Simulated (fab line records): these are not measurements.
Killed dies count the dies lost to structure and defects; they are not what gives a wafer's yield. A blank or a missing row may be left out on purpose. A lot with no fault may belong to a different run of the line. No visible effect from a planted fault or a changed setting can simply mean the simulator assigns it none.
A lot that was struck, set against a sound lot + flow sky130 + 15 steps out of a route of 708
Sound: wafers L537.1, L537.2, L537.4. Struck: wafers L546.1, L546.3, L546.6. The cause comes at the end.
Order at every step that has rows: each side's tool, ch and its chambers, its first start. Under that, the readings that differ: sound wafers + struck wafers + difference of the means + sigmas: that difference in standard deviations of wafers without a fault.
alike: readings with means less than 2 such deviations apart, plus words and numbers identical on both sides. not compared: withheld readings, readings lacking a value on some wafer, bounds such as >300 that could conceal the same value, and numbers that have no deviation in the record and whose values overlap.
Wherever a step has rows on one side only, a row that says differs or no value, or a row with sigmas, the two part there. Non-overlapping numbers with no deviation appear without sigmas and do not part them. A reading that every wafer of one side lacks parts them only if that side has two wafers or more.

SKY_NWELL_TW_MEAS_15:
  struck on film metro-02, day 6 21:23; sound on film metro-01, day 4 21:08
  alike: NWELL_TW
then, 7 steps without rows for these wafers: SKY_NWELL_DEHYDRATE_16 (time 60 s); SKY_NWELL_HMDS_17 (prime time 60 s); SKY_NWELL_COAT_18 (resist thk 3000 nm); SKY_NWELL_SOFTBAKE_19; SKY_NWELL_EXPOSE_20 (exposes mask NWM COMPLEMENT, target cd 840 nm); SKY_NWELL_PEB_21; SKY_NWELL_DEVELOP_22 (develop time 60 s).
SKY_NWELL_OVL_MEAS_23:
  struck on overlay-02, day 7 17:11; sound on overlay-01, day 5 14:28
| reading           | sound          | struck      | difference | sigmas |
|-------------------|----------------|-------------|------------|--------|
| NWELL_01_OVL (nm) | -1.4 -2.5 -1.1 | 2.2 1.5 0.6 | +3.1       | +2     |
next, for these wafers, 1 step has no rows: SKY_NWELL_IMPLANT_24.
SKY_NWELL_STRIP_25: strips in O2/N2.
  sound on plasma asher-02 ch 0,1, day 5 14:38; struck on plasma asher-03 ch 0,1, day 7 17:22
  alike: drypump motor current A, oes product au, strip time to endpoint s
  not compared: rf hours counter h
SKY_NWELL_TW_MEAS_26:
  struck on film metro-03, day 7 17:28; sound on film metro-03, day 5 14:44
  alike: NWELL_2_TW
SKY_NWELL_CLEAN_27: cleans in SC1/SC2, time 150 s.
  sound on wet bench-02 ch 3, day 5 14:48; struck on wet bench-03 ch 3, day 7 17:31
| reading          | sound       | struck   | difference | sigmas |
|------------------|-------------|----------|------------|--------|
| run length s (s) | 175 175 175 | 99 99 99 | -76        | -25    |
  alike: temp c
SKY_NWELL_RTA_28: time 30 s.
  sound on rtp anneal-01 ch 0, day 5 14:51; struck on rtp anneal-02 ch 0, day 7 17:35
| reading          | sound                | struck               | difference | sigmas |
|------------------|----------------------|----------------------|------------|--------|
| wafer_temp_C_max | 1053.2 1055.1 1053.6 | 1056.9 1055.6 1056.6 | +2.4       | +2     |
  alike: lamp power pct
SKY_PAD_OPEN_PROBE_99:
  rows exist in the record for the sound wafers here (prober-02, day 45 22:58), none for the struck ones

## WHERE THEY PART
Earliest at SKY_NWELL_OVL_MEAS_23; latest, in this record, at SKY_PAD_OPEN_PROBE_99.

WHY: what the simulator had put in
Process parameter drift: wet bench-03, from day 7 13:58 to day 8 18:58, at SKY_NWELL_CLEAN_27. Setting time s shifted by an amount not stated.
